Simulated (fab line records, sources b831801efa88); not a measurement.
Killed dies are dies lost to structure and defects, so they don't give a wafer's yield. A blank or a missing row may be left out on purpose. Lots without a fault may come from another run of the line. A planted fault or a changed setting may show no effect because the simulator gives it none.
Chamber matching | flow sky130 | SKY_FIELD_ISO_ETCH_14 on rie_diel-01: 4 sister chambers
The step etches BARC in N2/H2, stops on SiO2, time 47.97 s, target depth 60 nm. 4 wafers are shown with their chamber, then 7 later ones without.

WAFERS WITH THEIR CHAMBER
wafer  | chamber | oes_product_au (a.u.)
L226.2 | 0       | 0.842
L230.2 | 1       | 0.849
L231.1 | 3       | 0.858
L231.5 | 2       | 0.845

WAFERS WITHOUT THEIR CHAMBER
wafer  | oes_product_au (a.u.)
L231.6 | 0.854
L238.1 | 0.846
L238.2 | 0.851
L238.3 | 0.845
L240.3 | 0.847
L240.4 | 0.845
L240.5 | 0.838

WHICH CHAMBER EACH WENT THROUGH
wafer  | from the rows above          | in truth
L231.6 | can't be placed: 3 or 1      | 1
L238.1 | can't be placed: 2 or 1 or 0 | 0
L238.2 | can't be placed: 1 or 2      | 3
L238.3 | can't be placed: 2 or 0 or 1 | 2
L240.3 | can't be placed: 1 or 2 or 0 | 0
L240.4 | can't be placed: 2 or 0 or 1 | 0
L240.5 | can't be placed: 0 or 2      | 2
Placed correctly: 0 of 7. Can't be placed from these rows: 7 (the true chamber is among the candidates in 6). Placed wrongly: 0.
How it was worked out, from the rows above alone: a wafer's distance from a chamber is the root of the sum, over the readings, of the square of ((its reading less the chamber's mean) divided by the reading's scatter). The wafer belongs to the nearest chamber; if the next one is less than 2 further off, it can't be placed. A chamber's mean is the mean of its shown wafers. The scatter: with one shown wafer a chamber, the root of the mean of the squares of how far each hidden wafer lies from its nearest shown one.
